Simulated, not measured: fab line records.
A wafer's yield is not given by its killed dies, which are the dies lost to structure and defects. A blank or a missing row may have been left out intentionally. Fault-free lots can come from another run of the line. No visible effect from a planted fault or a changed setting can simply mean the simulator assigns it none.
A lot that was struck, set against a sound lot | flow sky130 | 32 steps out of a route of 708
Sound: the wafers L437.1, L437.2, L437.4. Wafers struck: L445.1, L445.3, L445.4. The cause is given at the end.
Per side, at each step with rows, come the tool, then ch with its chambers, and then its first start. Under that, the readings that differ: sound wafers | struck wafers | difference of the means | sigmas: that difference in standard deviations of wafers without a fault.
alike: same words and numbers on both sides, and readings whose means sit less than 2 such deviations apart. not compared: any withheld reading, any reading some wafer has no value for, any bound like >300 that may hide the same value, and any number with overlapping values for which the record gives no deviation.
Wherever a step has rows on one side only, a row that says differs or no value, or a row with sigmas, the two part there. When numbers do not overlap yet have no deviation, they are printed without sigmas and do not part them. Lack of a reading on every wafer of one side parts them only where that side has two or more wafers.

SKY_PWDE_OVL_MEAS_07:
  sound on overlay-01 at day 4 05:08; struck on overlay-01 at day 6 04:23
  alike: PWDE_OVL
following that, these wafers have no rows for 1 step: SKY_PWDE_IMPLANT_08.
SKY_PWDE_STRIP_09: strips in O2/N2.
  sound on plasma_asher-01 ch 0,1, day 4 05:20; struck on plasma_asher-04 ch 0,1, day 6 04:35
  alike: drypump_motor_current_A, o2_flow_sccm, oes_product_au, strip_time_to_endpoint_s
  not compared: rf_hours_counter_h
SKY_PWDE_TW_MEAS_10:
  sound on film_metro-02 at day 4 05:26; struck on film_metro-02 at day 6 04:41
  alike: PWDE_TW
then, 7 steps without rows for these wafers: SKY_NWELL_DEHYDRATE_03 (time 60 s); SKY_NWELL_HMDS_04 (prime time 60 s); SKY_NWELL_COAT_05 (resist thk 3000 nm); SKY_NWELL_SOFTBAKE_06; SKY_NWELL_EXPOSE_07 (exposes mask NWM, target cd 840 nm); SKY_NWELL_PEB_08; SKY_NWELL_DEVELOP_09 (develop time 60 s).
SKY_NWELL_OVL_MEAS_10:
  sound on overlay-01 at day 4 22:19; struck on overlay-02 at day 6 23:56
  alike: NWELL_00_OVL
SKY_NWELL_IMPLANT_11:
  sound on implanter-02 ch 0, day 4 22:22; struck on implanter-01 ch 0, day 6 23:58
  reading            | sound                         | struck                           | difference  | sigmas
  beam_on_s (s)      | 9.82 10.00 10.06              | 11.01 10.67 11.07                | +0.96       | +5
  dose_ions_cm2      | 1.9e+13 1.9024e+13 1.8975e+13 | 2.4756e+13 2.4765e+13 2.4777e+13 | +5.7663e+12 | +99 or more
  faraday_current_uA | 108.6 106.7 106.7             | 126.9 130.4 125.7                | +20.3       | +9
then, 2 steps without rows for these wafers: SKY_NWELL_IMPLANT_12; SKY_NWELL_IMPLANT_13.
SKY_NWELL_STRIP_14: strips in O2/N2.
  sound on plasma_asher-04 ch 0,1, day 4 22:49; struck on plasma_asher-03 ch 0,1, day 7 00:25
  alike: drypump_motor_current_A, o2_flow_sccm, oes_product_au, strip_time_to_endpoint_s
  not compared: rf_hours_counter_h
SKY_NWELL_TW_MEAS_15:
  sound on film_metro-02 at day 4 22:55; struck on film_metro-04 at day 7 00:31
  reading  | sound          | struck         | difference | sigmas
  NWELL_TW | 1832 1834 1826 | 2041 2028 2030 | +202       | +11
then, 7 steps without rows for these wafers: SKY_NWELL_DEHYDRATE_16 (time 60 s); SKY_NWELL_HMDS_17 (prime time 60 s); SKY_NWELL_COAT_18 (resist thk 3000 nm); SKY_NWELL_SOFTBAKE_19; SKY_NWELL_EXPOSE_20 (exposes mask NWM COMPLEMENT, target cd 840 nm); SKY_NWELL_PEB_21; SKY_NWELL_DEVELOP_22 (develop time 60 s).
SKY_NWELL_OVL_MEAS_23:
  sound on overlay-01 at day 5 16:05; struck on overlay-01 at day 7 19:22
  alike: NWELL_01_OVL
following that, these wafers have no rows for 1 step: SKY_NWELL_IMPLANT_24.
SKY_NWELL_STRIP_25: strips in O2/N2.
  sound on plasma_asher-02 ch 0,1, day 5 20:04; struck on plasma_asher-03 ch 0,1, day 7 19:34
  alike: drypump_motor_current_A, o2_flow_sccm, oes_product_au, strip_time_to_endpoint_s
  not compared: rf_hours_counter_h
SKY_NWELL_TW_MEAS_26:
  sound on film_metro-04 at day 5 20:10; struck on film_metro-02 at day 7 19:40
  alike: NWELL_2_TW
then, 1 step without rows for these wafers: SKY_NWELL_CLEAN_27 (cleans in SC1/SC2, time 150 s).
SKY_NWELL_RTA_28: time 30 s.
  sound on rtp_anneal-01 ch 0, day 5 20:17; struck on rtp_anneal-01 ch 0, day 7 19:46
  alike: lamp_power_pct, wafer_temp_C_max
SKY_NWELL_RS_MEAS_29: a four-point-probe measurement.
  sound on film_metro-01 at day 5 20:23; struck on film_metro-04 at day 7 19:52
  reading           | sound             | struck            | difference | sigmas
  NWELL_RS (ohm/sq) | 625.3 623.0 624.1 | 538.8 540.2 539.2 | -84.7      | -53
-- the record jumps here: 41 days lie between the struck wafers' starts before and after (it left off in module NWELL and takes up again in module PAD_OPEN, whose first step shown is number 708 of the route) --
SKY_PAD_OPEN_PROBE_99:
  sound on prober-01 at day 46 14:02; struck on prober-02 at day 48 11:31
  reading                                 | sound                         | struck                       | difference | sigmas
  model.etest.nfet_16v.r_on_ohm_um        | 1.419e+04 1.407e+04 1.412e+04 | 1.258e+04 1.262e+04 1.26e+04 | -1.527e+03 |
  model.etest.res_nwell.line_ohm_um       | 1102 1092 1087                | 955 932 957.8                | -145       |
  model.etest.res_nwell.rs_ohm_sq         | 907.8 892.1 885.9             | 801.6 783 813.3              | -96.0      |
  model.etest.tip_p_5v.rs_ohm_sq          | 2866 2855 2860                | 2897 2897 2914               | +42        |
  model.etest.res_iso_pwell.width_nm (nm) | 2666 2677 2658                | 2648 2655 2652               | -15        |
  model.etest.res_nwell.width_nm (nm)     | 825.3 821.2 824.8             | 847.5 839 845.9              | +20.4      |
  model.etest.pfet_16v.drive_ua_um        | 248 253.6 252.8               | 244.8 247 241.7              | -7.0       |
  alike: killed_at_M0_to_M3, killed_at_M4_up, killed_at_contacts, killed_at_front_end, killed_at_other, killed_dies, killed_open, killed_short
  not compared: model.etest.pfet_16v.r_on_ohm_um

== WHERE THEY PART ==
Earliest at SKY_NWELL_IMPLANT_11; latest, in this record, at SKY_NWELL_RS_MEAS_29. Later steps at which nothing parts them and some readings are alike: SKY_PAD_OPEN_PROBE_99.

WHY: what had been put in by the simulator
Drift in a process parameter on implanter-01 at SKY_NWELL_IMPLANT_11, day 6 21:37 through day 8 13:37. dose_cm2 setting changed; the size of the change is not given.
